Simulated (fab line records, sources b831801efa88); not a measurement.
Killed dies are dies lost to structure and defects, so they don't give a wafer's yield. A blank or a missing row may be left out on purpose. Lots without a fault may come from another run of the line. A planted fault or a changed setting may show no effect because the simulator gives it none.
Chamber matching | flow gf180mcu | GF_STI_ETCH_14 on rie_si-01: 4 sister chambers
The step etches Si in HBr/Cl2/O2, target depth 360 nm, time 102.9 s. 4 wafers are shown with their chamber, then 7 later ones without.

WAFERS WITH THEIR CHAMBER
wafer  | chamber | drypump_motor_current_A (A)
L503.4 | 0       | 6.4
L507.5 | 2       | 5.9
L513.3 | 1       | 5.2
L513.4 | 3       | 5.4

WAFERS WITHOUT THEIR CHAMBER
wafer  | drypump_motor_current_A (A)
L513.6 | 5.5
L522.2 | 5.9
L522.5 | 5.2
L522.6 | 5.9
L523.1 | 5.4
L523.2 | 6.4
L523.5 | 5.4

WHICH CHAMBER EACH WENT THROUGH
wafer  | from the rows above | in truth
L513.6 | 3                   | 3
L522.2 | 2                   | 2
L522.5 | 1                   | 1
L522.6 | 2                   | 2
L523.1 | 3                   | 3
L523.2 | 0                   | 0
L523.5 | 3                   | 3
Placed correctly: 7 of 7. Can't be placed from these rows: 0. Placed wrongly: 0.
How it was worked out, from the rows above alone: a wafer's distance from a chamber is the root of the sum, over the readings, of the square of ((its reading less the chamber's mean) divided by the reading's scatter). The wafer belongs to the nearest chamber; if the next one is less than 2 further off, it can't be placed. A chamber's mean is the mean of its shown wafers. The scatter: with one shown wafer a chamber, the root of the mean of the squares of how far each hidden wafer lies from its nearest shown one.
